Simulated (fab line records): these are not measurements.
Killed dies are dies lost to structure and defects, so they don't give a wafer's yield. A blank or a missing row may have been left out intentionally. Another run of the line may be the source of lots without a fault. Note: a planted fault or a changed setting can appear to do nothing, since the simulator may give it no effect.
fab line records	flow gf180mcu	part 1 of 2: steps 1 to 25 of 34
[record] lots = 5	wafers = 15	last-day = 34
route steps=602 shown STI@9 DNWELL@32 NWELL@42
lots that met no fault: taken from a fault-free run of the same line
start-h: start of the lot's first displayed wafer, in hours after the record's first day	wait-h: hours since the lot's step before	" same as the row above	L1.1+2: a single row standing in for several wafers	- no value, or no start given	* or withheld: withheld	< > ~ a bound
route shown NAME@n: names a module that has steps shown in the file, with the first one's number in the route	usual: average and standard deviation across the fault-free wafers	same: alike in all rows	chamber/n: place in a boat	sites: readings site by site	_std_site: how widely they spread, as a standard deviation	_edge_site: inner sites' mean taken away from outer sites' mean	radius-mm: how far each site lies from the wafer's centre	mask NAME#n: copy n	behind: the most recent tool/chamber to have shaped the wafer	hold: reason for holding the lot/hours on hold/outcome of the hold	device: the n, p or np transistor that did not switch	end of line: the same wafers' tests at the end of the route	step lacking rows: just its recipe	killed: dies lost to structure and defects at the first sort, not the wafer's yield	map: per-die view of a wafer (x killed, . not killed, _ where there is no die)
set.NAME: the setting that was run; set.NAME@STEP: the one run at that earlier step	model.NAME: the simulator's own value behind a step, which no gauge read
lots seen at some steps along the route; tables by step, rows by wafer
services: from which hour (start-h, from the record's first day; less than 0 if before it) a tool's chamber was out of use, for how many hours, and why
[[steps]]
[step GF_STI_SOFTBAKE_08]
[recipe] temp-c = 129.4	time-s = 60	resist = KrF
[usual] resist-line-temp-C = 23.00/0.11
lot.wafer	tool	chamber	start-h	wait-h	resist-line-temp-C
L083.1	litho-track-02	0	68.71	0.1	23.08
L083.2	"	0	"	"	22.93
L083.5	"	0	"	"	22.84
L084.1	litho-track-01	0	71.08	0.1	22.91
L084.5	"	0	"	"	23.10
L084.6	"	0	"	"	23.05
L086.1	litho-track-01	0	80.43	0.1	22.95
L086.4	"	0	"	"	22.96
L086.5	"	0	"	"	22.92
L090.1	litho-track-01	0	100.38	0.1	22.94
L090.4	"	0	"	"	22.95
L090.5	"	0	"	"	22.91
L095.2	litho-track-02	0	125.53	0.1	22.95
L095.5	"	0	"	"	22.92
L095.6	"	0	"	"	22.87
[step GF_STI_EXPOSE_09]
[recipe] mask-id = COMP	target-cd-nm = 220	na = 0.68	source-shape = conventional	sigma-outer = 0.6	dose-mj = 28
[usual] reticle-temp-C = 23.02/0.096
lot.wafer	tool	chamber	start-h	wait-h	mask	reticle-temp-C
L083.1	krf-scanner-01	0	-	-	COMP#0	23.00
L083.2	"	0	"	"	COMP#0	22.94
L083.5	"	0	"	"	COMP#0	23.10
L084.1	krf-scanner-01	0	-	-	COMP#0	23.06
L084.5	"	0	"	"	COMP#0	23.08
L084.6	"	0	"	"	COMP#0	23.03
L086.1	krf-scanner-01	0	-	-	COMP#0	23.15
L086.4	"	0	"	"	COMP#0	23.13
L086.5	"	0	"	"	COMP#0	22.95
L090.1	krf-scanner-01	0	-	-	COMP#0	22.90
L090.4	"	0	"	"	COMP#0	23.04
L090.5	"	0	"	"	COMP#0	23.00
L095.2	krf-scanner-02	0	-	-	COMP#0	23.18
L095.5	"	0	"	"	COMP#0	22.93
L095.6	"	0	"	"	COMP#0	22.78
[step GF_STI_PEB_10]
[recipe] peb-temp-c = 135	peb-time-s = 90	resist = KrF
[usual] resist-line-temp-C = 23.00/0.11
[same] peb-time-s = 90
lot.wafer	tool	chamber	start-h	wait-h	resist-line-temp-C
L083.1	litho-track-02	0	-	-	23.00
L083.2	"	0	"	"	22.83
L083.5	"	0	"	"	22.72
L084.1	litho-track-03	0	-	-	22.92
L084.5	"	0	"	"	22.86
L084.6	"	0	"	"	23.11
L086.1	litho-track-01	0	-	-	22.78
L086.4	"	0	"	"	22.79
L086.5	"	0	"	"	22.76
L090.1	litho-track-02	0	-	-	23.05
L090.4	"	0	"	"	22.82
L090.5	"	0	"	"	22.87
L095.2	litho-track-01	0	-	-	23.19
L095.5	"	0	"	"	23.11
L095.6	"	0	"	"	23.12
[step GF_STI_DEVELOP_11]
[recipe] develop-time-s = 60	dev-temp-c = 21
[usual] developer-temp-C = 21.04/0.11	resist-line-temp-C = 22.99/0.1
lot.wafer	tool	chamber	start-h	wait-h	developer-temp-C	resist-line-temp-C
L083.1	litho-track-02	0	75.01	0.2	21.20	23.01
L083.2	"	0	"	"	21.04	22.99
L083.5	"	0	"	"	20.94	22.96
L084.1	litho-track-03	0	77.32	0.2	21.01	23.07
L084.5	"	0	"	"	21.19	22.83
L084.6	"	0	"	"	21.22	22.97
L086.1	litho-track-01	0	87.38	0.2	20.95	23.00
L086.4	"	0	"	"	21.01	22.78
L086.5	"	0	"	"	20.76	22.78
L090.1	litho-track-02	0	107.35	0.2	21.18	23.12
L090.4	"	0	"	"	21.14	23.06
L090.5	"	0	"	"	21.12	23.17
L095.2	litho-track-01	0	132.70	0.2	20.90	22.87
L095.5	"	0	"	"	20.94	22.87
L095.6	"	0	"	"	20.92	22.99
[step GF_STI_CD_MEAS_12]
[recipe] target-cd-nm = 220
[usual] cd-nm = 220.2/1.1
lot.wafer	tool	chamber	start-h	wait-h	cd-nm
L083.1	cd-sem-01	-	75.25	0.2	219.3
L083.2	"	-	"	"	220.0
L083.5	"	-	"	"	219.5
L084.1	cd-sem-01	-	77.47	0.1	219.4
L084.5	"	-	"	"	219.1
L084.6	"	-	"	"	218.4
L086.1	cd-sem-02	-	87.53	0.1	219.2
L086.4	"	-	"	"	217.9
L086.5	"	-	"	"	219.3
L090.1	cd-sem-01	-	107.50	0.1	221.6
L090.4	"	-	"	"	221.3
L090.5	"	-	"	"	221.2
L095.2	cd-sem-01	-	132.85	0.1	219.7
L095.5	"	-	"	"	219.2
L095.6	"	-	"	"	218.0
[step GF_STI_ETCH_13]
[recipe] chemistry = CHF3/O2	stop-on = Si	over-etch-frac = 0.3	target-depth-a = 2823.1	source-w = 600	bias-w = 200	pressure-mtorr = 40	chf3-flow-sccm = 50	O2_flow_sccm = 5	time-s = 112.9
[usual] drypump-motor-current-A = 6.0/0.47	oes-product-au = 0.833/0.0062	throttle-valve-pct = 8.810/0.0094
lot.wafer	tool	chamber	start-h	wait-h	drypump-motor-current-A	oes-product-au	rf-hours-counter-h	throttle-valve-pct
L083.1	rie-diel-03	2	75.37	0.1	5.3	0.833	47	8.796
L083.2	"	1	"	"	5.7	0.840	67	8.806
L083.5	"	2	"	"	5.3	0.830	-	8.808
L084.1	rie-diel-02	2	77.59	0.1	6.6	0.835	75	8.818
L084.5	"	1	"	"	5.7	0.824	-	8.818
L084.6	"	2	"	"	6.6	0.824	-	8.807
L086.1	rie-diel-02	1	87.65	0.1	5.7	0.836	146	8.805
L086.4	"	0	"	"	5.8	0.827	4	8.810
L086.5	"	2	"	"	6.6	0.830	-	8.819
L090.1	rie-diel-03	0	107.62	0.1	6.7	0.832	101	8.823
L090.4	"	2	"	"	5.4	0.837	48	8.798
L090.5	"	2	"	"	5.3	0.836	-	8.795
L095.2	rie-diel-03	2	132.95	0.1	5.3	0.825	49	8.797
L095.5	"	1	"	"	5.7	0.834	-	8.802
L095.6	"	2	"	"	5.3	0.823	-	8.787
[step GF_STI_ETCH_14]
[recipe] target = Si	chemistry = HBr/Cl2/O2	target-depth-nm = 360	icp-w = 600	bias-w = 150	pressure-mtorr = 15	HBr_flow_sccm = 150	Cl2_flow_sccm = 40	O2_flow_sccm = 6	time-s = 102.9
[usual] drypump-motor-current-A = 6.0/0.55	oes-product-au = 1.003/0.0081	throttle-valve-pct = 25.656/0.01
lot.wafer	tool	chamber	start-h	wait-h	drypump-motor-current-A	oes-product-au	rf-hours-counter-h	throttle-valve-pct
L083.1	rie-si-02	0	75.45	0.0	6.0	1.015	73	25.646
L083.2	"	2	"	"	5.9	1.013	24	25.646
L083.5	"	3	"	"	6.6	1.015	-	25.642
L084.1	rie-si-02	1	77.67	0.0	6.5	1.014	1	25.646
L084.5	"	0	"	"	6.0	0.994	-	25.651
L084.6	"	1	"	"	6.5	1.010	-	25.668
L086.1	rie-si-01	1	87.73	0.0	6.5	0.998	130	25.651
L086.4	"	0	"	"	5.4	1.000	58	25.659
L086.5	"	3	"	"	5.1	1.000	-	25.655
L090.1	rie-si-02	3	107.70	0.0	6.6	1.008	1	25.662
L090.4	"	2	"	"	5.9	1.001	25	25.654
L090.5	"	1	"	"	6.5	1.012	-	25.640
L095.2	rie-si-01	0	133.03	0.0	5.4	0.993	58	25.669
L095.5	"	0	"	"	5.4	0.994	-	25.674
L095.6	"	1	"	"	6.5	0.995	-	25.656
[step GF_STI_STRIP_15]
[recipe] chemistry = O2/N2	power-w = 1400	pressure-mtorr = 1500	platen-temp-c = 250	o2-flow-sccm = 3000	n2-flow-sccm = 300	overash-fraction = 0.5
[usual] drypump-motor-current-A = 5.64/0.13	heater-power-w = 320/35	oes-product-au = 0.384/0.0048	strip-time-to-endpoint-s = 3.716/0.029
lot.wafer	tool	chamber	start-h	wait-h	drypump-motor-current-A	heater-power-w	oes-product-au	rf-hours-counter-h	strip-time-to-endpoint-s
L083.1	plasma-asher-02	1	75.52	0.0	5.77	286	0.379	28	3.671
L083.2	"	0	"	"	5.63	321	0.384	28	3.689
L083.5	"	1	"	"	5.77	281	0.382	-	3.652
L084.1	plasma-asher-02	0	77.74	0.0	5.65	329	0.378	28	3.716
L084.5	"	0	"	"	5.66	313	0.384	-	3.678
L084.6	"	1	"	"	5.75	284	0.383	-	3.693
L086.1	plasma-asher-03	1	87.80	0.0	5.43	346	0.383	43	3.697
L086.4	"	0	"	"	5.75	290	0.376	-	3.686
L086.5	"	0	"	"	5.75	287	0.377	-	3.697
L090.1	plasma-asher-01	0	107.78	0.0	5.70	303	0.377	45	3.763
L090.4	"	1	"	"	5.58	372	0.384	-	3.732
L090.5	"	0	"	"	5.67	296	0.382	-	3.729
L095.2	plasma-asher-01	0	133.10	0.0	5.74	282	0.392	2	3.724
L095.5	"	1	"	"	5.57	386	0.385	-	3.732
L095.6	"	0	"	"	5.71	289	0.385	-	3.720
[step GF_STI_CLEAN_16]
[recipe] chemistry = dHF	time-s = 25	dilution = 100:1
lot.wafer	tool	chamber	start-h	wait-h
L083.1+2+5	wet-bench-04	1	75.62	0.1
L084.1+5+6	wet-bench-01	3	77.84	0.1
L086.1+4+5	wet-bench-04	0	87.90	0.1
L090.1+4+5	wet-bench-04	3	107.88	0.1
L095.2+5+6	wet-bench-04	1	133.20	0.1
[step GF_STI_WET_ETCH_17]
[recipe] chemistry = H3PO4	target-depth-nm = 45	temp-c = 160	target = Si3N4	time-s = 514
lot.wafer	tool	chamber	start-h	wait-h
L083.1+2+5	wet-bench-03	0	75.64	0.0
L084.1+5+6	wet-bench-01	1	77.86	0.0
L086.1+4+5	wet-bench-03	3	87.92	0.0
L090.1+4+5	wet-bench-04	0	107.89	0.0
L095.2+5+6	wet-bench-01	2	133.21	0.0
[step GF_STI_CLEAN_18]
[recipe] chemistry = SC1/SC2	mix = 1:4:20	temp-c = 70	time-s = 150
lot.wafer	tool	chamber	start-h	wait-h
L083.1+2+5	wet-bench-01	2	75.80	0.0
L084.1+5+6	wet-bench-03	3	78.01	0.0
L086.1+4+5	wet-bench-01	3	88.10	0.0
L090.1+4+5	wet-bench-03	2	108.04	0.0
L095.2+5+6	wet-bench-03	3	133.38	0.0
[step GF_STI_CLEAN_19]
[recipe] chemistry = dHF	time-s = 20	dilution = 100:1
lot.wafer	tool	chamber	start-h	wait-h
L083.1+2+5	wet-bench-04	2	75.85	0.0
L084.1+5+6	wet-bench-03	0	78.06	0.0
L086.1+4+5	wet-bench-04	1	88.15	0.0
L090.1+4+5	wet-bench-04	0	108.10	0.0
L095.2+5+6	wet-bench-04	0	133.43	0.0
[step GF_STI_WET_ETCH_20]
[recipe] chemistry = dHF	dilution = 100:1	target-depth-nm = 20	temp-c = 25	dry = ipa-marangoni	target = SiO2	time-s = 400
lot.wafer	tool	chamber	start-h	wait-h
L083.1+2+5	wet-bench-01	3	75.87	0.0
L084.1+5+6	wet-bench-03	1	78.07	0.0
L086.1+4+5	wet-bench-03	1	88.16	0.0
L090.1+4+5	wet-bench-03	1	108.12	0.0
L095.2+5+6	wet-bench-01	2	133.44	0.0
[step GF_STI_OXIDATION_21]
[recipe] temp-c = 1000	ambient = O2	stabilise-s = 600	purge-s = 300	target-thk-a = 150	ox-time-s = 458
[usual] ox-temp-c = 1000.0/0.45	spike-tc-centre-C = 1000.4/1.2	tube_center_temp_C_max = 1002.6/0.42	zone-power-centre-pct = 24.0/1
lot.wafer	tool	chamber	start-h	wait-h	ox-temp-c	spike-tc-centre-C	tube_center_temp_C_max	zone-power-centre-pct
L083.1	furnace-02	0	75.99	0.0	1000.1	999.9	1002.3	24.9
L083.2	"	0	"	"	999.6	1000.5	1002.8	25.2
L083.5	"	0	"	"	999.7	997.4	1003.0	25.1
L084.1	furnace-01	0	78.43	0.2	1000.2	998.5	1002.4	23.3
L084.5	"	0	"	"	999.7	1001.0	1001.8	22.6
L084.6	"	0	"	"	1000.0	1001.2	1002.5	23.0
L086.1	furnace-01	0	88.30	0.0	999.4	1001.3	1002.2	22.8
L086.4	"	0	"	"	999.6	1002.6	1002.1	22.7
L086.5	"	0	"	"	999.0	1001.6	1002.0	22.8
L090.1	furnace-01	0	108.58	0.3	1000.1	1002.2	1001.9	22.9
L090.4	"	0	"	"	1000.2	1000.1	1002.9	22.9
L090.5	"	0	"	"	1000.1	1000.4	1003.1	23.2
L095.2	furnace-02	0	133.57	0.0	999.6	1000.2	1001.9	24.5
L095.5	"	0	"	"	1000.8	1000.6	1002.1	25.0
L095.6	"	0	"	"	1000.7	1000.7	1002.4	24.9
[step GF_STI_THK_MEAS_22]
[recipe] reads = SiO2_of_STI_OXIDATION_21
[usual] STI_OXIDATION_01_THK = 15.22/0.29
lot.wafer	tool	chamber	start-h	wait-h	STI_OXIDATION_01_THK[nm]
L083.1	film-metro-03	-	77.11	0.0	15.30
L083.2	"	-	"	"	15.14
L083.5	"	-	"	"	15.29
L084.1	film-metro-03	-	79.56	0.0	15.10
L084.5	"	-	"	"	15.35
L084.6	"	-	"	"	15.16
L086.1	film-metro-04	-	89.43	0.0	14.92
L086.4	"	-	"	"	14.71
L086.5	"	-	"	"	15.12
L090.1	film-metro-04	-	109.71	0.0	14.84
L090.4	"	-	"	"	14.55
L090.5	"	-	"	"	14.41
L095.2	film-metro-03	-	134.71	0.0	15.36
L095.5	"	-	"	"	15.27
L095.6	"	-	"	"	15.39
[step GF_STI_CVD_23]
[recipe] material = SiO2	target-thk-nm = 650	sigma-open-frac = 0.3	time-s = 108.3	temp-c = 600	sih4-flow-sccm = 60	pressure-mtorr = 6
[usual] sih4-flow-sccm = 59.98/0.17
lot.wafer	tool	chamber	start-h	wait-h	sih4-flow-sccm
L083.1	hdpcvd-01	1	77.17	0.1	60.27
L083.2	"	0	"	"	60.08
L083.5	"	1	"	"	59.90
L084.1	hdpcvd-01	2	79.62	0.1	60.03
L084.5	"	1	"	"	59.73
L084.6	"	0	"	"	60.00
L086.1	hdpcvd-02	1	89.49	0.1	59.86
L086.4	"	2	"	"	60.21
L086.5	"	0	"	"	59.88
L090.1	hdpcvd-02	2	109.77	0.1	59.90
L090.4	"	0	"	"	60.10
L090.5	"	1	"	"	59.89
L095.2	hdpcvd-01	1	134.76	0.0	60.12
L095.5	"	1	"	"	60.27
L095.6	"	0	"	"	60.14
[step GF_STI_THK_MEAS_24]
[recipe] reads = SiO2_of_STI_CVD_23
[usual] STI_CVD_23_THK = 648/6.5
lot.wafer	tool	chamber	start-h	wait-h	STI_CVD_23_THK[nm]
L083.1	film-metro-04	-	77.25	0.0	655
L083.2	"	-	"	"	645
L083.5	"	-	"	"	660
L084.1	film-metro-02	-	79.69	0.0	658
L084.5	"	-	"	"	654
L084.6	"	-	"	"	658
L086.1	film-metro-04	-	89.57	0.0	638
L086.4	"	-	"	"	643
L086.5	"	-	"	"	643
L090.1	film-metro-02	-	109.85	0.0	645
L090.4	"	-	"	"	638
L090.5	"	-	"	"	638
L095.2	film-metro-02	-	134.85	0.0	645
L095.5	"	-	"	"	653
L095.6	"	-	"	"	645
[step GF_STI_CMP_25]
[recipe] stop-on = Si3N4	t-overpolish-s = 33	down-force-psi = 4	platen-rpm = 60	target-thk-nm = 524.6	pad-velocity-m-s = 0.94248
[usual] motor-current-A = 12.1/1	overpolish-run-s = 33.000/0.0094	platen-rpm = 60.00/0.036	time-to-endpoint-s = 123.9/3
lot.wafer	tool	chamber	start-h	wait-h	motor-current-A	overpolish-run-s	platen-rpm	time-to-endpoint-s
L083.1	cmp-02	0	77.31	0.1	11.9	33.022	60.04	124.6
L083.2	"	2	"	"	13.5	32.995	60.01	125.0
L083.5	"	1	"	"	12.1	32.989	60.02	126.0
L084.1	cmp-01	0	79.75	0.1	10.4	32.999	60.03	127.1
L084.5	"	0	"	"	10.8	32.983	60.06	125.2
L084.6	"	1	"	"	12.0	32.988	59.98	123.3
L086.4	cmp-02	2	89.63	0.0	12.9	33.001	60.01	122.8
L086.1	"	0	"	"	11.5	32.993	60.00	120.5
L086.5	"	2	"	"	12.7	32.994	60.02	127.7
L090.4	cmp-01	3	109.91	0.0	13.5	32.991	59.99	120.3
L090.1	"	0	"	"	10.9	33.003	59.99	123.7
L090.5	"	0	"	"	11.3	33.000	60.03	122.4
L095.2	cmp-02	1	134.95	0.1	11.6	33.009	60.04	123.6
L095.5	"	0	"	"	12.4	32.993	60.03	126.4
L095.6	"	1	"	"	11.6	33.013	60.02	124.2
[step GF_STI_WET_ETCH_26]
[recipe] chemistry = dHF	target-depth-nm = 94	target = SiO2	temp-c = 25	dilution = 10:1	time-s = 188
lot.wafer	tool	chamber	start-h	wait-h
L083.1+2+5	wet-bench-03	1	77.61	0.2
L084.1+5+6	wet-bench-03	1	80.05	0.2
L086.1+4+5	wet-bench-01	3	89.93	0.1
L090.1+4+5	wet-bench-04	2	110.21	0.2
L095.2+5+6	wet-bench-04	3	135.20	0.2
[step GF_STI_WET_ETCH_27]
[recipe] chemistry = H3PO4	target-depth-nm = 160	target = Si3N4	temp-c = 160	time-s = 1825
lot.wafer	tool	chamber	start-h	wait-h
L083.1+2+5	wet-bench-04	0	77.68	0.0
L084.1+5+6	wet-bench-04	0	80.11	0.0
L086.1+4+5	wet-bench-04	3	89.99	0.0
L090.1+4+5	wet-bench-01	3	110.27	0.0
L095.2+5+6	wet-bench-01	0	135.26	0.0
[step GF_STI_WET_ETCH_28]
[recipe] chemistry = dHF	target-depth-nm = 20	dry = ipa-marangoni	target = SiO2	temp-c = 25	dilution = 10:1	time-s = 40
lot.wafer	tool	chamber	start-h	wait-h
L083.1+2+5	wet-bench-03	0	78.19	0.0
L084.1+5+6	wet-bench-01	0	80.63	0.0
L086.1+4+5	wet-bench-01	0	90.55	0.0
L090.1+4+5	wet-bench-03	1	110.78	0.0
L095.2+5+6	wet-bench-03	0	135.82	0.0
[step GF_STI_OXIDATION_29]
[recipe] temp-c = 900	ambient = O2	stabilise-s = 600	purge-s = 300	target-thk-a = 100	ox-time-s = 1418
[usual] ox-temp-c = 900.0/0.37	spike-tc-centre-C = 900.5/1.1	tube_center_temp_C_max = 902.3/0.37	zone-power-centre-pct = 19.1/0.78
lot.wafer	tool	chamber	start-h	wait-h	ox-temp-c	spike-tc-centre-C	tube_center_temp_C_max	zone-power-centre-pct
L083.1	furnace-02	0	79.37	1.2	900.2	899.5	903.2	19.9
L083.2	"	0	"	"	900.3	899.7	901.9	19.5
L083.5	"	0	"	"	900.3	900.9	902.2	19.7
L084.1	furnace-02	0	80.76	0.1	899.7	899.5	902.1	20.0
L084.5	"	0	"	"	900.2	899.4	902.1	19.8
L084.6	"	0	"	"	900.2	901.3	902.4	19.9
L086.1	furnace-02	0	91.73	1.2	899.7	902.2	902.1	19.8
L086.4	"	0	"	"	900.2	898.4	901.7	19.9
L086.5	"	0	"	"	899.4	900.8	902.4	19.7
L090.1	furnace-02	0	110.80	0.0	900.6	901.5	902.3	19.6
L090.4	"	0	"	"	900.1	903.3	902.2	19.5
L090.5	"	0	"	"	900.8	901.1	902.7	20.0
L095.2	furnace-01	0	136.51	0.7	899.9	898.7	902.2	18.5
L095.5	"	0	"	"	900.0	902.2	902.2	18.5
L095.6	"	0	"	"	899.7	901.7	901.8	18.2
[step GF_STI_THK_MEAS_30]
[recipe] reads = SiO2_of_STI_OXIDATION_29
[usual] STI_OXIDATION_02_THK = 10.08/0.22
lot.wafer	tool	chamber	start-h	wait-h	STI_OXIDATION_02_THK[nm]
L083.1	film-metro-04	-	80.76	0.0	10.06
L083.2	"	-	"	"	10.06
L083.5	"	-	"	"	9.98
L084.1	film-metro-02	-	82.16	0.0	10.10
L084.5	"	-	"	"	10.09
L084.6	"	-	"	"	10.10
L086.1	film-metro-04	-	93.12	0.0	9.88
L086.4	"	-	"	"	9.86
L086.5	"	-	"	"	9.95
L090.1	film-metro-04	-	112.20	0.0	10.04
L090.4	"	-	"	"	10.08
L090.5	"	-	"	"	9.98
L095.2	film-metro-04	-	137.92	0.0	9.65
L095.5	"	-	"	"	9.67
L095.6	"	-	"	"	9.70
[step GF_DNWELL_DEHYDRATE_00]
[recipe] temp-c = 200	time-s = 60
[usual] resist-line-temp-C = 23.00/0.1
lot.wafer	tool	chamber	start-h	wait-h	resist-line-temp-C
L083.1	litho-track-04	0	87.54	6.8	22.98
L083.2	"	0	"	"	23.00
L083.5	"	0	"	"	22.99
L084.1	litho-track-03	0	88.37	6.2	23.00
L084.5	"	0	"	"	23.16
L084.6	"	0	"	"	22.97
L086.1	litho-track-04	0	99.39	6.3	22.85
L086.4	"	0	"	"	22.88
L086.5	"	0	"	"	22.86
L090.1	litho-track-04	0	119.24	7.0	23.03
L090.4	"	0	"	"	22.84
L090.5	"	0	"	"	22.92
L095.2	litho-track-04	0	144.72	6.8	22.97
L095.5	"	0	"	"	23.00
L095.6	"	0	"	"	23.09
[step GF_DNWELL_HMDS_01]
[recipe] prime-time-s = 60	prime-temp-c = 120
[usual] resist-line-temp-C = 22.99/0.11
lot.wafer	tool	chamber	start-h	wait-h	resist-line-temp-C
L083.1	litho-track-04	0	87.69	0.1	22.91
L083.2	"	0	"	"	22.90
L083.5	"	0	"	"	23.03
L084.1	litho-track-03	0	88.52	0.1	23.10
L084.5	"	0	"	"	22.99
L084.6	"	0	"	"	23.01
L086.1	litho-track-04	0	99.54	0.1	22.74
L086.4	"	0	"	"	22.82
L086.5	"	0	"	"	22.73
L090.1	litho-track-04	0	119.39	0.1	23.14
L090.4	"	0	"	"	23.06
L090.5	"	0	"	"	23.00
L095.2	litho-track-04	0	144.87	0.1	23.05
L095.5	"	0	"	"	22.91
L095.6	"	0	"	"	23.04
